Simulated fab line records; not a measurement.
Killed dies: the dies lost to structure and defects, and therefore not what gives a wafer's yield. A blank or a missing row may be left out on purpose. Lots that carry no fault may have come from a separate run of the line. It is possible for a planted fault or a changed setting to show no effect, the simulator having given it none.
Which tool was responsible? :: flow gf180mcu :: 7 lots, 21 wafers sampled, at 1 step of a route of 602

## WHAT THE GAUGES SHOWED, per wafer
GF_V3_RS_MEAS_24: measurement is done with a four-point probe.
lot: L918
measured: day 23 01:43
on: filmMetro-03
V3_W_RS (ohm/sq): 0.330 0.331 0.332

lot: L920
measured: day 23 23:55
on: filmMetro-03
V3_W_RS (ohm/sq): 0.329 0.329 0.327

lot: L922
measured: day 25 02:26
on: filmMetro-02
V3_W_RS (ohm/sq): 0.327 0.330 0.329

lot: L924
measured: day 25 12:48
on: filmMetro-02
V3_W_RS (ohm/sq): 0.334 0.334 0.335

lot: L930
measured: day 26 20:50
on: filmMetro-01
V3_W_RS (ohm/sq): 0.325 0.329 0.324

lot: L938
measured: day 29 07:17
on: filmMetro-03
V3_W_RS (ohm/sq): 0.324 0.327 0.325

lot: L940
measured: day 29 21:46
on: filmMetro-02
V3_W_RS (ohm/sq): 0.336 0.330 0.333

## WHICH TOOL RAN EACH LOT (tool, then ch and the chambers of the sampled wafers, then the start)
The record holds no process step before these readings.

## THE ANSWER, worked out from the rows above alone
Rule: the usual values come from the lots themselves. Put in order of their means at a reading, lots are off if they are a third of the lots or fewer, leave a main group of 4 or more, and stand apart from it by a gap of 3 or more times the standard deviation of the main group's means; of several such gaps the widest counts. A main group is skipped when, at the precision printed for the reading in the tables above, its means are all equal. A lot without any number at a reading at which 4 lots or more have one is off too. The other lots that the step has rows for count as sound.
None of the lots is off at any reading shown; this tells nothing.

## WHAT THE SIMULATOR HAD PUT IN
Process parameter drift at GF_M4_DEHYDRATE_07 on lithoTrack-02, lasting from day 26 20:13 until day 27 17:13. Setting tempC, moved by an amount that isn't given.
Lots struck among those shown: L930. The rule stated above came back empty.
